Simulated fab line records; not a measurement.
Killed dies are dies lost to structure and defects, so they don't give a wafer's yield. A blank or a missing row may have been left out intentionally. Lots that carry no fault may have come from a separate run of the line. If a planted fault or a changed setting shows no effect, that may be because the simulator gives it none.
Which tool was responsible? ; flow sky130 ; Sampling: 11 lots, 33 wafers, 3 of 708 route steps

== WHAT EACH GAUGE READ, for each wafer ==
SKY_CAPM_RS_MEAS_03: measurement is done with a four-point probe.
lot;measured;on;CAPM_TIN_RS (ohm/sq)
L644;day 37 03:29;film_metro-03;6.84 6.91 6.91
L645;day 37 15:32;film_metro-03;6.93 6.98 6.87
L646;day 37 22:41;film_metro-04;6.88 6.90 6.85
L649;day 39 01:47;film_metro-04;7.00 7.00 7.06
L658;day 41 09:00;film_metro-04;6.82 6.87 6.83
L657;day 41 12:44;film_metro-04;6.89 6.86 6.88
L659;day 41 16:22;film_metro-02;6.70 6.80 6.82
L660;day 41 22:21;film_metro-02;6.97 7.04 6.92
L661;day 42 06:17;film_metro-04;6.86 6.90 6.85
L662;day 42 15:14;film_metro-04;6.84 6.82 6.75
L663;day 42 21:44;film_metro-03;6.83 6.90 6.85

== EACH LOT AND THE TOOL THAT RAN IT (in order: tool; ch and the chambers of the sampled wafers; start) ==
lot;SKY_VIA2_ETCH_14;SKY_METAL3_SPUTTER_00
L644;rie_diel-02 ch 1,2,3, day 37 01:44;pvd_sputter-03, day 37 03:09
L645;rie_diel-02 ch 0,3, day 37 13:47;pvd_sputter-04, day 37 15:11
L646;rie_diel-02 ch 1,3, day 37 20:55;pvd_sputter-03, day 37 22:17
L649;rie_diel-04 ch 0,1,2, day 38 23:49;pvd_sputter-04, day 39 01:26
L658;rie_diel-02 ch 2,3, day 41 06:55;pvd_sputter-03, day 41 08:38
L657;rie_diel-02 ch 0,3, day 41 10:58;pvd_sputter-04, day 41 12:23
L659;rie_diel-03 ch 2,3, day 41 14:28;pvd_sputter-03, day 41 16:01
L660;rie_diel-04 ch 0,1, day 41 20:37;pvd_sputter-03, day 41 21:59
L661;rie_diel-03 ch 1,2,3, day 42 04:34;pvd_sputter-04, day 42 05:56
L662;rie_diel-02 ch 0,3, day 42 13:31;pvd_sputter-04, day 42 14:54
L663;rie_diel-04 ch 0,2,3, day 42 19:59;pvd_sputter-04, day 42 21:23
- SKY_VIA2_ETCH_14: etches BARC in N2/H2, stops on SiO2, time 45.9 s, target depth 60 nm.
- SKY_METAL3_SPUTTER_00: material Ti, target thk 15 nm, time 10 s.

== THE ANSWER, worked out from the rows above alone ==
Rule: what is usual is taken from the lots themselves. The widest of any qualifying gaps counts: lots, ordered by their means at a reading, are off when they make up no more than a third of the lots, leave a main group of 4 or more, and stand apart from it by 3 or more times the standard deviation of that group's means. A main group whose means are all the same, to the digits that the tables above print for the reading, isn't used. Also off: a lot with no number at a reading for which 4 or more lots have one. Any other lot the step has rows for is counted as sound.
None of the lots is off at any reading shown; this tells nothing.

== WHAT WAS PUT IN BY THE SIMULATOR ==
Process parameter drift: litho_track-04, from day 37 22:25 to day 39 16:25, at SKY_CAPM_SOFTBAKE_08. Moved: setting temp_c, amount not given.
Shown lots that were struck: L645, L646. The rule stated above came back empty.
